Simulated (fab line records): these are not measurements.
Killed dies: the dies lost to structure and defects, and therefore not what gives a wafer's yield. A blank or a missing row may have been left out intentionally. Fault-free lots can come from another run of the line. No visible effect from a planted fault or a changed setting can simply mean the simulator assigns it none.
Matching of chambers + flow sky130 + SKY_VIA2_ETCH_15 on rie_diel-01 has 4 sister chambers
The step etches SiO2 in C4F8/O2/Ar, stops on TiN, target depth 546 nm, time 84 s. 8 wafers are shown with their chamber, then 8 later ones without.

EACH WAFER AND ITS CHAMBER
| wafer  | chamber | bias_w (W) | chamber_pressure_mTorr (mTorr) |
|--------|---------|------------|--------------------------------|
| L075.5 | 2       | 1203       | 39.99                          |
| L076.3 | 0       | 1202       | 39.98                          |
| L076.4 | 2       | 1204       | 39.99                          |
| L078.1 | 0       | 1202       | 40.04                          |
| L083.1 | 1       | 1196       | 39.94                          |
| L083.4 | 3       | 1205       | 39.99                          |
| L083.5 | 1       | 1192       | 39.96                          |
| L085.1 | 3       | 1195       | 39.98                          |

WAFERS WHOSE CHAMBER IS MISSING
| wafer  | bias_w (W) | chamber_pressure_mTorr (mTorr) |
|--------|------------|--------------------------------|
| L085.2 | 1202       | 39.99                          |
| L085.4 | 1197       | 39.99                          |
| L087.1 | 1198       | 40.06                          |
| L087.3 | 1198       | 40.01                          |
| L087.6 | 1202       | 40.05                          |
| L090.1 | 1199       | 39.96                          |
| L090.5 | 1198       | 40.03                          |
| L090.6 | 1203       | 40.00                          |

CHAMBER TAKEN BY EACH
| wafer  | from the rows above               | in truth |
|--------|-----------------------------------|----------|
| L085.2 | can't be placed: 2 or 3 or 0      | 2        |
| L085.4 | can't be placed: 3 or 0 or 2 or 1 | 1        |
| L087.1 | can't be placed: 0 or 3 or 2      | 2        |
| L087.3 | can't be placed: 0 or 3 or 2 or 1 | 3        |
| L087.6 | can't be placed: 0 or 2 or 3      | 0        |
| L090.1 | can't be placed: 3 or 1 or 2 or 0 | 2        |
| L090.5 | can't be placed: 0 or 3 or 2      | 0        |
| L090.6 | can't be placed: 2 or 0 or 3      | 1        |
Correctly placed: 0 of 8. From these rows, 8 cannot be placed; in 7 the true chamber is one of the candidates. Placed wrongly: 0.
How it was worked out, from the rows above alone: a wafer's distance from a chamber is the root of the sum, over the readings, of the square of ((its reading less the chamber's mean) divided by the reading's scatter). The wafer belongs to the nearest chamber; if the next one is less than 2 further off, it can't be placed. The mean given for a chamber averages the wafers shown for that chamber. The scatter: take each reading less its chamber's mean, square it, sum over the shown wafers, divide by the number of wafers less the number of chambers, and take the root.
